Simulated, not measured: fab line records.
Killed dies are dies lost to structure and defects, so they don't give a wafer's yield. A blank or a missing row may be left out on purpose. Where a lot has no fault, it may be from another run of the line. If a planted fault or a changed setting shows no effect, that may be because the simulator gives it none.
Lot-split experiment || flow gf180mcu || 15 wafers read from 5 lots, route of 602 steps

## THE SPLIT ITSELF
At GF_M1_METAL_ETCH_16 (etches the open film in Cl2/BCl3, stops on SiO2, target depth 627.5 nm, time 104.6 s), the setting bias w was moved away from the recipe's 140 W on 4 of the 15 wafers read, by +4.9% to +7.4%. The other wafers ran this setting at the recipe's value.

The split's own step is where the reading is taken.

## THE READING
KrF_of_M1_COAT_09.thk nm (the simulator's own value, which no gauge read), in nm, at GF_M1_METAL_ETCH_16 (etches the open film in Cl2/BCl3, stops on SiO2, target depth 627.5 nm, time 104.6 s). The file does not state a usual value for it. The 11 wafers here that ran the recipe average 737.8 nm, standard deviation 2.2 nm.

{"wafer": "L074.3", "tool, chamber at the split": "rie metal-01, 0", "bias w as run, W": 140, "against the recipe": "recipe", "KrF_of_M1_COAT_09.thk nm, nm": 738, "against lot-mates on the recipe": "-"}
{"wafer": "L074.5", "tool, chamber at the split": "rie metal-01, 0", "bias w as run, W": 140, "against the recipe": "recipe", "KrF_of_M1_COAT_09.thk nm, nm": 739.2, "against lot-mates on the recipe": "-"}
{"wafer": "L076.1", "tool, chamber at the split": "rie metal-04, 0", "bias w as run, W": 150.4, "against the recipe": "+7.4%", "KrF_of_M1_COAT_09.thk nm, nm": 728.3, "against lot-mates on the recipe": -9.8}
{"wafer": "L076.2", "tool, chamber at the split": "rie metal-04, 1", "bias w as run, W": 150.4, "against the recipe": "+7.4%", "KrF_of_M1_COAT_09.thk nm, nm": 731, "against lot-mates on the recipe": -7.0}
{"wafer": "L076.3", "tool, chamber at the split": "rie metal-04, 0", "bias w as run, W": 150.4, "against the recipe": "+7.4%", "KrF_of_M1_COAT_09.thk nm, nm": 732.5, "against lot-mates on the recipe": -5.5}
{"wafer": "L076.5", "tool, chamber at the split": "rie metal-04, 1", "bias w as run, W": 140, "against the recipe": "recipe", "KrF_of_M1_COAT_09.thk nm, nm": 738.3, "against lot-mates on the recipe": "-"}
{"wafer": "L076.6", "tool, chamber at the split": "rie metal-04, 0", "bias w as run, W": 140, "against the recipe": "recipe", "KrF_of_M1_COAT_09.thk nm, nm": 737.8, "against lot-mates on the recipe": "-"}
{"wafer": "L078.1", "tool, chamber at the split": "rie metal-01, 0", "bias w as run, W": 140, "against the recipe": "recipe", "KrF_of_M1_COAT_09.thk nm, nm": 738.9, "against lot-mates on the recipe": "-"}
{"wafer": "L078.4", "tool, chamber at the split": "rie metal-01, 0", "bias w as run, W": 146.8, "against the recipe": "+4.9%", "KrF_of_M1_COAT_09.thk nm, nm": 732.1, "against lot-mates on the recipe": -8.1}
{"wafer": "L078.5", "tool, chamber at the split": "rie metal-01, 0", "bias w as run, W": 140, "against the recipe": "recipe", "KrF_of_M1_COAT_09.thk nm, nm": 741.6, "against lot-mates on the recipe": "-"}
{"wafer": "L083.1", "tool, chamber at the split": "rie metal-04, 1", "bias w as run, W": 140, "against the recipe": "recipe", "KrF_of_M1_COAT_09.thk nm, nm": 738.1, "against lot-mates on the recipe": "-"}
{"wafer": "L083.4", "tool, chamber at the split": "rie metal-04, 1", "bias w as run, W": 140, "against the recipe": "recipe", "KrF_of_M1_COAT_09.thk nm, nm": 738.7, "against lot-mates on the recipe": "-"}
{"wafer": "L084.1", "tool, chamber at the split": "rie metal-02, 0", "bias w as run, W": 140, "against the recipe": "recipe", "KrF_of_M1_COAT_09.thk nm, nm": 737.3, "against lot-mates on the recipe": "-"}
{"wafer": "L084.4", "tool, chamber at the split": "rie metal-02, 1", "bias w as run, W": 140, "against the recipe": "recipe", "KrF_of_M1_COAT_09.thk nm, nm": 732.5, "against lot-mates on the recipe": "-"}
{"wafer": "L084.6", "tool, chamber at the split": "rie metal-02, 1", "bias w as run, W": 140, "against the recipe": "recipe", "KrF_of_M1_COAT_09.thk nm, nm": 735.2, "against lot-mates on the recipe": "-"}

THE FIT
A straight line over all 15 wafers: KrF_of_M1_COAT_09.thk nm changes by -0.988 nm for each +1% of bias w; r = -0.83; the points scatter about the line by 2.2 nm.
The same after taking each lot's own level away (the mean of its wafers on the recipe; 15 wafers): -1.07 nm for each +1%; r = -0.91; scatter 1.6 nm.
The reading moves by 8 nm for the largest change in bias w, on that fit.
Measured against the standard deviation above, the lots' own levels, which go from 735.00 to 740.25 nm, span 2.4 times it.
Hence the lot-to-lot level has little effect on the slope; both slopes agree.
Check: -7.38 nm against its lot-mates is what the line predicts for one of the wafers moved furthest among these (+7.4%) when that wafer is left out of the fit. It came out at -9.75 nm against them.

## OTHER SPLITS ON THESE WAFERS
Note: prior to the reading, these wafers also went through further splits. Each is held against what the fit with the lots' levels taken away leaves over:
{"other split on the same wafers": "GF_M1_SPUTTER_01 time s", "wafers away from the commonest value": 0, "r with KrF_of_M1_COAT_09.thk nm (lot level and that fit taken away)": "-"}

## THE FILE'S OWN FIT
KrF_of_M1_COAT_09.thk nm changes by -1.13 nm for each +1% of bias w, r = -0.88.
